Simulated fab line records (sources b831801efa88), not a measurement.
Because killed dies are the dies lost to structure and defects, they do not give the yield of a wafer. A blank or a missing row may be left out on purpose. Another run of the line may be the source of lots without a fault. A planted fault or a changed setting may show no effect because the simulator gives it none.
Which of the tools did it?	flow sky130	12 lots, 36 wafers sampled, at 5 steps of a route of 708

WHAT THE GAUGES SHOWED, per wafer
The record lacks any reading of a measuring or inspecting step that a usual standard deviation could be used to judge.

EACH LOT AND THE TOOL THAT RAN IT (in order: tool; ch and the chambers of the sampled wafers; start)
lot	SKY_VIA1_ETCH_14	SKY_VIA1_ETCH_15	SKY_VIA1_CMP_24	SKY_METAL2_SPUTTER_03	SKY_PAD_OPEN_PROBE_99
L307	rieDiel-01 ch 1,2,3, day 34 04:39	rieDiel-01 ch 1,2,3, day 34 04:41	cmp-01 ch 1,2,3, day 34 05:40	pvdSputter-02, day 34 06:02	prober-01, day 45 21:52
L308	rieDiel-01 ch 1,3, day 34 14:25	rieDiel-01 ch 1,3, day 34 14:28	cmp-02 ch 1,2,3, day 34 15:34	pvdSputter-04, day 34 15:50	prober-02, day 46 06:04
L309	rieDiel-01 ch 2,3, day 34 23:28	rieDiel-01 ch 2,3, day 34 23:30	cmp-02 ch 1,3, day 35 00:32	pvdSputter-04, day 35 00:51	prober-01, day 46 13:07
L310	rieDiel-03 ch 0,1, day 35 08:27	rieDiel-03 ch 0,1, day 35 08:29	cmp-02 ch 1,3, day 35 09:28	pvdSputter-02, day 35 09:50	prober-02, day 46 20:03
L312	rieDiel-04 ch 0,1,3, day 36 01:52	rieDiel-04 ch 0,1,3, day 36 01:54	cmp-01 ch 0,1, day 36 02:53	pvdSputter-04, day 36 03:15	prober-02, day 47 09:13
L313	rieDiel-01 ch 1,2, day 36 13:02	rieDiel-01 ch 1,2, day 36 13:04	cmp-01 ch 1,2,3, day 36 14:11	pvdSputter-04, day 36 14:27	prober-01, day 47 19:43
L314	rieDiel-04 ch 0,2,3, day 36 17:38	rieDiel-04 ch 0,2,3, day 36 17:40	cmp-02 ch 0,1,3, day 36 18:44	pvdSputter-02, day 36 19:04	prober-02, day 47 22:31
L315	rieDiel-04 ch 1,2, day 37 00:13	rieDiel-04 ch 1,2, day 37 00:15	cmp-01 ch 1,2,3, day 37 01:29	pvdSputter-04, day 37 01:45	prober-01, day 48 02:29
L317	rieDiel-03 ch 2,3, day 37 17:39	rieDiel-03 ch 2,3, day 37 17:41	cmp-02 ch 0,1,2, day 37 18:43	pvdSputter-02, day 37 19:02	prober-01, day 48 16:46
L318	rieDiel-03 ch 1,2,3, day 37 23:31	rieDiel-03 ch 1,2,3, day 37 23:33	cmp-02 ch 1,2,3, day 38 00:34	pvdSputter-02, day 38 00:53	prober-02, day 48 18:16
L319	rieDiel-01 ch 0,3, day 38 06:40	rieDiel-01 ch 0,3, day 38 06:43	cmp-01 ch 1,2, day 38 07:42	pvdSputter-02, day 38 08:04	prober-01, day 48 23:32
L322	rieDiel-01 ch 1,2,3, day 39 01:12	rieDiel-01 ch 1,2,3, day 39 01:14	cmp-02 ch 0,1,3, day 39 02:31	pvdSputter-01, day 39 02:53	prober-02, day 49 15:13
- SKY_VIA1_ETCH_14: etches BARC in N2/H2, stops on SiO2, time 45.9 s, target depth 60 nm.
- SKY_VIA1_ETCH_15: etches SiO2 in C4F8/O2/Ar, stops on TiN, target depth 351 nm, time 54 s.
- SKY_VIA1_CMP_24: polishes, stops on SiO2, t overpolish 15 s, target thk 0 nm.
- SKY_METAL2_SPUTTER_03: material Ti, target thk 5 nm, time 3.3 s.
- SKY_PAD_OPEN_PROBE_99

WHAT THE TOOLS THEMSELVES READ (means of the sampled wafers that have a number; where no wafer has one, the mark that the record gives instead)
SKY_VIA1_ETCH_14. Usual: drypumpMotorCurrentA 5.9 A, standard deviation 0.34; oesProductAu 0.855 a.u., standard deviation 0.0053; rfFwdPowerW 495.7 W, standard deviation 2.2; throttleValvePct 13.226 %, standard deviation 0.0092.
lot	tool	drypumpMotorCurrentA (A)	oesProductAu (a.u.)	rfFwdPowerW (W)	throttleValvePct (%)	flag
L307	rieDiel-01	5.8	0.857	497.0	13.227	
L308	rieDiel-01	5.5	0.855	494.7	13.233	
L309	rieDiel-01	5.9	0.858	498.1	13.230	
L310	rieDiel-03	5.7	0.857	494.8	13.222	
L312	rieDiel-04	6.4	0.856	493.3	13.223	
L313	rieDiel-01	6.0	0.849	497.5	13.233	
L314	rieDiel-04	6.3	0.853	493.5	13.217	
L315	rieDiel-04	6.0	0.853	493.0	13.228	
L317	rieDiel-03	5.7	0.852	495.1	13.227	
L318	rieDiel-03	5.7	0.851	495.2	13.228	
L319	rieDiel-01	5.7	0.846	496.8	13.216	
L322	rieDiel-01	5.8	0.853	495.6	13.229	

SKY_VIA1_ETCH_15. Usual: oesProductAu 0.981 a.u., standard deviation 0.0056; rfFwdPowerW 1489 W, standard deviation 5.8.
lot	tool	oesProductAu (a.u.)	rfFwdPowerW (W)	flag
L307	rieDiel-01	0.977	1490	
L308	rieDiel-01	0.975	1489	
L309	rieDiel-01	0.980	1502	
L310	rieDiel-03	0.977	1486	
L312	rieDiel-04	0.980	1481	
L313	rieDiel-01	0.980	1486	
L314	rieDiel-04	0.981	1484	
L315	rieDiel-04	0.978	1489	
L317	rieDiel-03	0.984	1488	
L318	rieDiel-03	0.986	1484	
L319	rieDiel-01	0.982	1493	
L322	rieDiel-01	0.969	1407	OFF

SKY_VIA1_CMP_24. Usual: motorCurrentA 11.1 A, standard deviation 0.97; overpolishRunS 15.001 s, standard deviation 0.0084; timeToEndpointS 65.3 s, standard deviation 3.
lot	tool	motorCurrentA (A)	overpolishRunS (s)	timeToEndpointS (s)	flag
L307	cmp-01	12.4	15.000	58.2	
L308	cmp-02	10.5	15.002	67.8	
L309	cmp-02	11.2	14.994	66.6	
L310	cmp-02	11.1	15.004	66.8	
L312	cmp-01	12.0	15.002	65.1	
L313	cmp-01	12.0	15.005	60.6	
L314	cmp-02	10.5	15.002	66.2	
L315	cmp-01	12.4	15.001	60.9	
L317	cmp-02	10.6	14.999	63.4	
L318	cmp-02	10.8	14.997	66.5	
L319	cmp-01	12.4	15.002	65.5	
L322	cmp-02	10.6	15.001	66.0	

SKY_METAL2_SPUTTER_03. Usual: throttleValvePct at 30.3 %, with a standard deviation of 1.2.
lot	tool	throttleValvePct (%)	flag
L307	pvdSputter-02	29.8	
L308	pvdSputter-04	31.9	
L309	pvdSputter-04	30.3	
L310	pvdSputter-02	30.0	
L312	pvdSputter-04	29.9	
L313	pvdSputter-04	31.2	
L314	pvdSputter-02	29.8	
L315	pvdSputter-04	31.1	
L317	pvdSputter-02	29.7	
L318	pvdSputter-02	29.8	
L319	pvdSputter-02	29.5	
L322	pvdSputter-01	30.1	

SKY_PAD_OPEN_PROBE_99. Usual: defectLimitedYield 82.4 %, standard deviation 1.8; killed_at_M0_to_M3 43, standard deviation 6.5; killed_at_M4_up 3.2, standard deviation 1.8; killedAtContacts 24, standard deviation 5.2; killedAtFrontEnd 15, standard deviation 4; killedAtOther 0.4, standard deviation 0.69; killedDies 86, standard deviation 8.7; killedOpen 47, standard deviation 7; killedShort 39, standard deviation 5.7.
lot	tool	defectLimitedYield (%)	killed_at_M0_to_M3	killed_at_M4_up	killedAtContacts	killedAtFrontEnd	killedAtOther	killedDies	killedOpen	killedShort	flag
L307	prober-01	81.1	41	2.3	28	21	0.3	93	51	40	
L308	prober-02	82.5	45	3.3	24	14	0.0	86	48	38	
L309	prober-01	83.5	38	3.0	23	17	0.0	81	46	34	
L310	prober-02	82.1	50	3.3	21	14	0.0	88	53	35	
L312	prober-02	83.1	42	2.0	22	17	0.3	83	48	35	
L313	prober-01	83.3	47	3.0	16	15	0.3	82	45	37	
L314	prober-02	80.4	47	3.3	27	18	1.7	96	53	42	
L315	prober-01	83.1	46	2.3	20	15	0.0	83	41	42	
L317	prober-01	82.6	41	4.7	26	13	0.3	86	48	36	
L318	prober-02	82.7	46	3.7	24	11	0.0	85	48	36	
L319	prober-01	83.9	37	2.3	28	12	0.0	79	43	36	
L322	prober-02	82.3	43	3.0	23	18	0.3	87	43	44	

THE ANSWER, worked out from the rows above alone
Rule: take the mean of a lot's wafers that have a number; if it is more than 3 standard deviations from the usual mean, the lot is off. Also off: a lot with no number at a reading for which 4 or more lots have one. Any other lot the step has rows for is counted as sound. The gauges are gone through in route order, then the tools' own readings, and for those a lot's mean is taken as printed above. At the first step where some lot is off, the reading lying furthest off is the one used; lots without a number count as furthest.
Off at SKY_VIA1_ETCH_15 (rfFwdPowerW): L322.
A tool fits if, at that step or a process step before it, it ran every lot that is off, and no sound lot after the first of them. One fits: SKY_VIA1_ETCH_14 and SKY_VIA1_ETCH_15 on rieDiel-01. At SKY_VIA1_ETCH_14 its last sound lot is L319 (day 38 06:40), its first lot that is off L322 (day 39 01:12): a fault that began between those two fits.

WHAT THE SIMULATOR PUT IN
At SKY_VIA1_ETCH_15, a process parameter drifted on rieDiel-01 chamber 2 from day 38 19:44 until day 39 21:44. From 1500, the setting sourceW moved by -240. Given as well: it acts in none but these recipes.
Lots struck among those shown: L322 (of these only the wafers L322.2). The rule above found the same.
